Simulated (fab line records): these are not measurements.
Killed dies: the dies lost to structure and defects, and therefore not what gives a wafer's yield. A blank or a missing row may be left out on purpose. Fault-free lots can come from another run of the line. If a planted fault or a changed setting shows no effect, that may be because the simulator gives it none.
Which tool was responsible? | flow sky130 | 33 wafers from 11 lots sampled at 3 of the route's 708 steps

== WHAT THE GAUGES READ, wafer by wafer ==
SKY_LI_CONTACT_CD_MEAS_12: target cd 170 nm.
lot  | measured     | on        | cd nm (nm)
L258 | day 30 21:19 | cd sem-02 | 168.0 167.5 167.4
L259 | day 31 08:11 | cd sem-01 | 170.5 171.8 171.4
L261 | day 32 00:55 | cd sem-01 | 169.7 168.9 170.7
L262 | day 32 11:39 | cd sem-02 | 170.8 170.3 169.1
L267 | day 34 16:42 | cd sem-01 | 167.9 167.5 167.8
L268 | day 34 21:19 | cd sem-01 | 170.4 168.7 170.4
L269 | day 35 03:48 | cd sem-01 | 170.5 170.0 170.8
L274 | day 36 11:04 | cd sem-02 | 170.4 171.6 171.7
L273 | day 36 12:28 | cd sem-01 | 168.3 168.0 167.0
L277 | day 37 06:14 | cd sem-02 | 170.4 170.5 169.3
L278 | day 37 08:24 | cd sem-01 | 168.4 169.6 167.5

SKY_LI_CONTACT_OVL_MEAS_13.
lot  | measured     | on         | LI_CONTACT_OVL (nm)
L258 | day 30 21:25 | overlay-02 | -10 -2 -9
L259 | day 31 08:18 | overlay-01 | -1 -5 -7
L261 | day 32 00:59 | overlay-01 | 5 -12 -3
L262 | day 32 11:46 | overlay-02 | -3 0 -3
L267 | day 34 16:47 | overlay-02 | -5 -7 3
L268 | day 34 21:26 | overlay-01 | -19 -13 -17
L269 | day 35 03:53 | overlay-01 | -7 -5 -7
L274 | day 36 11:11 | overlay-02 | 3 1 -3
L273 | day 36 12:35 | overlay-01 | -2 -17 -6
L277 | day 37 06:19 | overlay-02 | 2 -6 -6
L278 | day 37 08:31 | overlay-01 | 0 -15 -14

SKY_LOCAL_INTERCONNECT_CD_MEAS_11: target cd 170 nm.
lot  | measured     | on        | cd nm (nm)
L258 | day 32 05:53 | cd sem-02 | 171.1 169.3 169.2
L259 | day 32 16:37 | cd sem-01 | 170.3 170.6 170.9
L261 | day 33 10:11 | cd sem-01 | 169.5 170.6 170.4
L262 | day 33 18:29 | cd sem-02 | 169.5 170.4 170.7
L267 | day 35 20:15 | cd sem-02 | 168.3 170.1 169.7
L268 | day 36 01:03 | cd sem-02 | 171.6 170.8 170.4
L269 | day 36 08:01 | cd sem-02 | 168.7 168.2 168.2
L274 | day 37 14:21 | cd sem-01 | 169.1 168.2 169.7
L273 | day 37 16:38 | cd sem-01 | 165.5 166.6 166.6
L277 | day 38 10:02 | cd sem-01 | 167.6 169.8 166.8
L278 | day 38 12:12 | cd sem-01 | 173.1 170.8 172.5

== TOOL THAT RAN EACH LOT (tool first, then ch and the chambers of the sampled wafers, then the start) ==
The record shows no process step preceding these readings.

== AS READ BY THE TOOLS THEMSELVES (means over the sampled wafers that have a number; for cases with no such wafer, the mark the record gives instead) ==
The record holds no such reading with a usual standard deviation.

== THE ANSWER, worked out from the rows above alone ==
Rule: usual is defined by the lots themselves. Put in order of their means at a reading, lots are off if they are a third of the lots or fewer, leave a main group of 4 or more, and stand apart from it by a gap of 3 or more times the standard deviation of the main group's means; of several such gaps the widest counts. The tables above print the reading to a certain number of digits; a main group whose means all agree to those digits is not used. A lot without any number at a reading at which 4 lots or more have one is off too. Where the step has rows for the other lots, those lots are counted as sound. The gauges are gone through in route order, then the tools' own readings, and for those a lot's mean is taken as printed above. The first step at which some lot is off is used, and at that step the reading that is off furthest; a lot without a number counts as furthest.
No lot is off at any reading shown: from this, nothing can be told.

== WHAT THE SIMULATOR HAD PUT IN ==
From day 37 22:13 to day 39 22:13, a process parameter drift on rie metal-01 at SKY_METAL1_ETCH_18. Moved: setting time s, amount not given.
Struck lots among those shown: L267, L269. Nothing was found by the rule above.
